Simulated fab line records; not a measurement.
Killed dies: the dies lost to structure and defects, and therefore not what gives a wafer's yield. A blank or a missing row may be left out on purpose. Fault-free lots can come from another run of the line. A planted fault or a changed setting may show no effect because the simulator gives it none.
Which tool is to blame? || flow sky130 || 14 lots with 42 wafers sampled at 2 steps, on a route of 708 steps

== WHAT THE GAUGES READ, wafer by wafer ==
SKY_CAPM_THK_MEAS_01. Usual: CAPM_CVD_00_THK 15.41 nm, standard deviation 0.26.
{"lot": "L802", "measured": "day 36 09:04", "on": "film metro-04", "CAPM_CVD_00_THK (nm)": "15.34 15.68 15.83", "flag": ""}
{"lot": "L803", "measured": "day 37 02:26", "on": "film metro-04", "CAPM_CVD_00_THK (nm)": "15.66 15.42 15.74", "flag": ""}
{"lot": "L805", "measured": "day 37 15:45", "on": "film metro-03", "CAPM_CVD_00_THK (nm)": "14.71 15.18 15.29", "flag": ""}
{"lot": "L804", "measured": "day 37 20:28", "on": "film metro-03", "CAPM_CVD_00_THK (nm)": "15.82 15.54 15.78", "flag": ""}
{"lot": "L806", "measured": "day 38 04:31", "on": "film metro-03", "CAPM_CVD_00_THK (nm)": "15.18 15.38 15.40", "flag": ""}
{"lot": "L810", "measured": "day 39 03:43", "on": "film metro-01", "CAPM_CVD_00_THK (nm)": "15.69 15.59 15.52", "flag": ""}
{"lot": "L812", "measured": "day 39 23:20", "on": "film metro-03", "CAPM_CVD_00_THK (nm)": "16.03 15.96 16.20 16.07 15.95 16.29", "flag": ""}
{"lot": "L813", "measured": "day 41 02:18", "on": "film metro-04", "CAPM_CVD_00_THK (nm)": "15.89 16.08 16.40", "flag": ""}
{"lot": "L815", "measured": "day 41 05:25", "on": "film metro-04", "CAPM_CVD_00_THK (nm)": "15.36 15.41 15.13", "flag": ""}
{"lot": "L818", "measured": "day 41 07:59", "on": "film metro-03", "CAPM_CVD_00_THK (nm)": "14.80 15.18 15.32", "flag": ""}
{"lot": "L819", "measured": "day 41 13:15", "on": "film metro-04", "CAPM_CVD_00_THK (nm)": "15.22 15.38 15.08", "flag": ""}
{"lot": "L820", "measured": "day 42 01:48", "on": "film metro-04", "CAPM_CVD_00_THK (nm)": "15.28 15.53 15.39", "flag": ""}
{"lot": "L823", "measured": "day 42 14:34", "on": "film metro-04", "CAPM_CVD_00_THK (nm)": "15.23 15.26 15.51", "flag": ""}
{"lot": "L824", "measured": "day 43 02:09", "on": "film metro-03", "CAPM_CVD_00_THK (nm)": "15.00 15.29 15.13", "flag": ""}

== WHAT TOOL EACH LOT RAN ON (gives the tool, then ch and the chambers of the sampled wafers, and finally the start) ==
{"lot": "L802", "SKY_CAPM_CVD_00": "pecvd-03 ch 1,2, day 36 09:01"}
{"lot": "L803", "SKY_CAPM_CVD_00": "pecvd-04 ch 1,2, day 37 02:25"}
{"lot": "L805", "SKY_CAPM_CVD_00": "pecvd-01 ch 1,2, day 37 15:43"}
{"lot": "L804", "SKY_CAPM_CVD_00": "pecvd-03 ch 0,1, day 37 20:26"}
{"lot": "L806", "SKY_CAPM_CVD_00": "pecvd-01 ch 0,2, day 38 04:29"}
{"lot": "L810", "SKY_CAPM_CVD_00": "pecvd-03 ch 0,1,2, day 39 03:40"}
{"lot": "L812", "SKY_CAPM_CVD_00": "pecvd-03 ch 1,2, day 39 23:19"}
{"lot": "L813", "SKY_CAPM_CVD_00": "pecvd-03 ch 0,1,2, day 41 02:16"}
{"lot": "L815", "SKY_CAPM_CVD_00": "pecvd-01 ch 0,1,2, day 41 05:23"}
{"lot": "L818", "SKY_CAPM_CVD_00": "pecvd-01 ch 1,2, day 41 07:58"}
{"lot": "L819", "SKY_CAPM_CVD_00": "pecvd-01 ch 1,2, day 41 13:13"}
{"lot": "L820", "SKY_CAPM_CVD_00": "pecvd-04 ch 1,2, day 42 01:46"}
{"lot": "L823", "SKY_CAPM_CVD_00": "pecvd-04 ch 0,2, day 42 14:33"}
{"lot": "L824", "SKY_CAPM_CVD_00": "pecvd-01 ch 0,1, day 43 02:07"}
- SKY_CAPM_CVD_00: deposits SiO2, target thk 15.5 nm.

== WHAT THE TOOLS THEMSELVES READ (means of the sampled wafers that have a number; where no wafer has one, the mark that the record gives instead) ==
SKY_CAPM_CVD_00. Usual: heater power w 657 W, standard deviation 110; rf fwd power W 441.3 W, standard deviation 2.4.
{"lot": "L802", "tool": "pecvd-03", "heater power w (W)": 640, "rf fwd power W (W)": 441.7, "flag": ""}
{"lot": "L803", "tool": "pecvd-04", "heater power w (W)": 743, "rf fwd power W (W)": 438.7, "flag": ""}
{"lot": "L805", "tool": "pecvd-01", "heater power w (W)": 605, "rf fwd power W (W)": 441.5, "flag": ""}
{"lot": "L804", "tool": "pecvd-03", "heater power w (W)": 639, "rf fwd power W (W)": 444.0, "flag": ""}
{"lot": "L806", "tool": "pecvd-01", "heater power w (W)": 595, "rf fwd power W (W)": 443.3, "flag": ""}
{"lot": "L810", "tool": "pecvd-03", "heater power w (W)": 715, "rf fwd power W (W)": 441.4, "flag": ""}
{"lot": "L812", "tool": "pecvd-03", "heater power w (W)": 594, "rf fwd power W (W)": 514.0, "flag": "OFF"}
{"lot": "L813", "tool": "pecvd-03", "heater power w (W)": 654, "rf fwd power W (W)": 513.1, "flag": "OFF"}
{"lot": "L815", "tool": "pecvd-01", "heater power w (W)": 580, "rf fwd power W (W)": 440.8, "flag": ""}
{"lot": "L818", "tool": "pecvd-01", "heater power w (W)": 537, "rf fwd power W (W)": 440.2, "flag": ""}
{"lot": "L819", "tool": "pecvd-01", "heater power w (W)": 569, "rf fwd power W (W)": 441.1, "flag": ""}
{"lot": "L820", "tool": "pecvd-04", "heater power w (W)": 736, "rf fwd power W (W)": 439.1, "flag": ""}
{"lot": "L823", "tool": "pecvd-04", "heater power w (W)": 692, "rf fwd power W (W)": 440.9, "flag": ""}
{"lot": "L824", "tool": "pecvd-01", "heater power w (W)": 528, "rf fwd power W (W)": 442.6, "flag": ""}

== THE ANSWER, worked out from the rows above alone ==
Rule: a lot is off if the mean of its wafers that have a number lies more than 3 standard deviations from the usual mean. A lot without any number at a reading at which 4 lots or more have one is off too. Any other lot the step has rows for is counted as sound. After the gauges, taken in route order, come the tools' own readings; for these a lot's mean is taken, as printed above. The first step at which some lot is off is used, and at that step the reading that is off furthest; a lot without a number counts as furthest.
Off at SKY_CAPM_CVD_00 (rf fwd power W): L812, L813.
If a tool, at that step or one of the process steps before it, ran each lot that is off and ran no sound lot following the first of them, it fits. One fits: SKY_CAPM_CVD_00 on pecvd-03. Its last sound lot is L810 (day 39 03:40), its first lot that is off L812 (day 39 23:19): a fault that began between those two fits.
On the lots that are off, the tool's own readings at SKY_CAPM_CVD_00 differ by more than 5 times the standard deviation of the sound lots' means, which bears it out; rf fwd power W reads 513.5 W there versus 441.3 W on the sound lots.

== WHAT THE SIMULATOR HAD PUT IN ==
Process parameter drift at SKY_CAPM_CVD_00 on pecvd-03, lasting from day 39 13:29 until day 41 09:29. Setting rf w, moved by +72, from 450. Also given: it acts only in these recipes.
Shown lots that were struck: L812, L813. This agrees with what the rule above found.
